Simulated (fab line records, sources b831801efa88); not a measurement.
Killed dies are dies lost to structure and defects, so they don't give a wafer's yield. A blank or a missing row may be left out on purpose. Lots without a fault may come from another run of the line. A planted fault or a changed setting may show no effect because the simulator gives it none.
Problem report in the 8D (eight disciplines) form, filled by code | flow sky130 | the parts of the form that need people (team, actions taken, sign-off) are left out

1. THE PROBLEM
run_length_s at SKY_VT_ADJUST_HVTP_SOFTBAKE_03 reads a mean of 109.64 s on 6 wafers of 2 lots; wafers without a fault read 89.13 s with a standard deviation of 0.12. That is +99 or more standard deviations from the usual mean.
The step: time 60 s.
First seen on wafer L942.4, day 10 22:37, on litho_track-03. The record holds 18 wafers of 6 lots with a number at this step. Rule for "out", or "out of limits": more than 4 standard deviations from the usual mean. The other wafers with a number count as sound.

2. WHAT IT IS AND WHAT IT IS NOT
question                    | is                     | is not
which readings at this step | run_length_s           | chill_plate_temp_C
which lots                  | L942, L943             | L922, L934, L944, L945
which wafers of those lots  | all that have a number | -
read on which tools         | litho_track-03         | litho_track-02, litho_track-04
when                        | from day 10 22:37      | up to then (6 sound wafers); but 6 sound wafers of L944, L945 came after

3. SUSPECTS, AND WHAT RULES EACH OUT
Counting: a tool at a process step up to the reading stays a suspect if it ran every lot that is out and no sound lot after the first of them.
- litho_track-03 at SKY_VT_ADJUST_HVTP_SOFTBAKE_03 (time 60 s): kept. It ran every lot that is out, first L942 (day 10 22:37), and no sound lot after that; its last sound lot up to then is L922 (day 5 14:00). Its own readings are out on those wafers: run_length_s.
Left after counting: litho_track-03 at SKY_VT_ADJUST_HVTP_SOFTBAKE_03.

4. THE CAUSE (what the simulator had put in)
Process parameter drift: litho_track-03, from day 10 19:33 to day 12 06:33, at SKY_VT_ADJUST_HVTP_SOFTBAKE_03. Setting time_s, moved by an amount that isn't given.
Counting left only this tool.

5. THE CHAIN OF EFFECTS, in route order
Each row: a reading whose mean over the struck wafers that have a number lies more than 3 standard deviations from the usual. Only readings for which the record gives a usual standard deviation are gone through. hours: the time from each lot's start at the first step in this table that gives one to its start at this step, as a median over the lots. sigmas: the change in usual standard deviations.
hours | step                           | reading      | usual   | on struck wafers | change | sigmas
0     | SKY_VT_ADJUST_HVTP_SOFTBAKE_03 | run_length_s | 89.13 s | 109.64           | +20.51 | +99 or more
The process steps in it:
- SKY_VT_ADJUST_HVTP_SOFTBAKE_03: time 60 s.
Later measuring or inspecting steps at which every struck wafer that the step has a row for has a number for every such reading, and none has moved that far: SKY_VT_ADJUST_HVTP_CD_MEAS_07.

6. WHAT WOULD HAVE CAUGHT IT SOONER
In this record the first reading out of limits was taken at day 10 22:37, 3 hours after the fault began at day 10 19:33.
